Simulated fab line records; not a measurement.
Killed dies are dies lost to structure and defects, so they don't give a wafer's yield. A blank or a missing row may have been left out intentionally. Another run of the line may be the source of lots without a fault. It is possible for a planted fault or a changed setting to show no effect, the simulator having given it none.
Split-lot study -- flow gf180mcu -- 18 wafers read across 5 lots, on a route 602 steps long

## SPLIT DETAILS
At GF_M4_COAT_09 (resist thk 1000 nm), the setting resistThkNm was moved away from the recipe's 1000 nm on 4 of the 18 wafers read, by -4.3% to +4.7%. For the rest of the wafers, this setting stayed at what the recipe calls for.

## FROM THE SPLIT TO THE READING: what the file shows between them, 2 steps
- GF_M4_SOFTBAKE_10: time 60 s
- GF_M4_EXPOSE_11: exposes mask Metal4, target cd 280 nm

## THE READING
KrF_of_M4_COAT_09.thkNm (the simulator's own value, which no gauge read), in nm, at GF_M4_METAL_ETCH_16 (etches the open film in Cl2/BCl3, stops on SiO2, target depth 627.5 nm, time 104.6 s). There is no usual value for it anywhere in the file. Here, 14 wafers ran the recipe; their average is 732.6 nm with a standard deviation of 6.5 nm.

wafer,"tool, chamber at the split","resistThkNm as run, nm",against the recipe,"KrF_of_M4_COAT_09.thkNm, nm",against lot-mates on the recipe
L079.2,"lithoTrack-01, 0",1000,recipe,726.3,-
L079.3,"lithoTrack-01, 0",1000,recipe,724.8,-
L079.4,"lithoTrack-01, 0",1000,recipe,728.1,-
L079.5,"lithoTrack-01, 0",1000,recipe,724.6,-
L079.6,"lithoTrack-01, 0",1000,recipe,728.7,-
L080.2,"lithoTrack-01, 0",1000,recipe,737.8,-
L080.5,"lithoTrack-01, 0",1000,recipe,735.8,-
L080.6,"lithoTrack-01, 0",1000,recipe,734.5,-
L081.3,"lithoTrack-02, 0",1000,recipe,727.5,-
L081.4,"lithoTrack-02, 0",1047,+4.7%,778.9,+51.4
L082.1,"lithoTrack-04, 0",1000,recipe,741.1,-
L082.2,"lithoTrack-04, 0",956.7,-4.3%,701,-41.6
L082.3,"lithoTrack-04, 0",956.7,-4.3%,698.6,-44.0
L082.5,"lithoTrack-04, 0",1000,recipe,741.9,-
L082.6,"lithoTrack-04, 0",1000,recipe,744.7,-
L084.1,"lithoTrack-01, 0",1000,recipe,731,-
L084.4,"lithoTrack-01, 0",1000,recipe,729.7,-
L084.5,"lithoTrack-01, 0",1022,+2.2%,750.9,+20.5

FIT RESULTS
A straight line over all 18 wafers: KrF_of_M4_COAT_09.thkNm changes by +8.43 nm for each +1% of resistThkNm; r = +0.94; the points scatter about the line by 6.4 nm.
The same after taking each lot's own level away (the mean of its wafers on the recipe; 18 wafers): +10.2 nm for each +1%; r = +1.00; scatter 1.7 nm.
On that fit, the largest move of resistThkNm shifts the reading by 48 nm.
The lots' own levels span 726.50 to 742.57 nm, that is 2.5 times the standard deviation above.
In other words, the slope is changed by the lot-to-lot level; the two fits disagree.
Check: +46 nm against its lot-mates is what the line predicts for one of the wafers moved furthest among these (+4.7%) when that wafer is left out of the fit. It came out at +51.4 nm against them.

## THESE WAFERS: OTHER SPLITS
Other splits were also applied to these wafers ahead of the reading. Each is held against what the fit with the lots' levels taken away leaves over:
other split on the same wafers,wafers away from the commonest value,r with KrF_of_M4_COAT_09.thkNm (lot level and that fit taken away)
GF_V3_CMP_04 leaveAboveRefNm,8,+0.20
GF_V3_PEB_12 pebTempC,6,-0.16
GF_V3_CVD_23 tempC,4,-0.01
GF_M4_SPUTTER_02 timeS,0,-

## THE WHOLE CHAIN: every reading that the file lists as answering this split, in the file's order
step,what it does,reading,change (the file's fit),r (the file's)
GF_M4_COAT_09,resist thk 1000 nm,"KrF_of_M4_COAT_09.thkNm (the simulator's own value, which no gauge read)",+10.6 nm for each +1% of the setting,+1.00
GF_M4_METAL_ETCH_16,"etches the open film in Cl2/BCl3, stops on SiO2, target depth 627.5 nm, time 104.6 s","KrF_of_M4_COAT_09.thkNm (the simulator's own value, which no gauge read)",+10.1 nm for each +1% of the setting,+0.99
GF_M4_STRIP_17,strips in O2/N2,stripTimeToEndpointS,withheld for each +1% of the setting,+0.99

## THE FILE'S OWN FIT
KrF_of_M4_COAT_09.thkNm changes by +10.1 nm for each +1% of resistThkNm, r = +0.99.
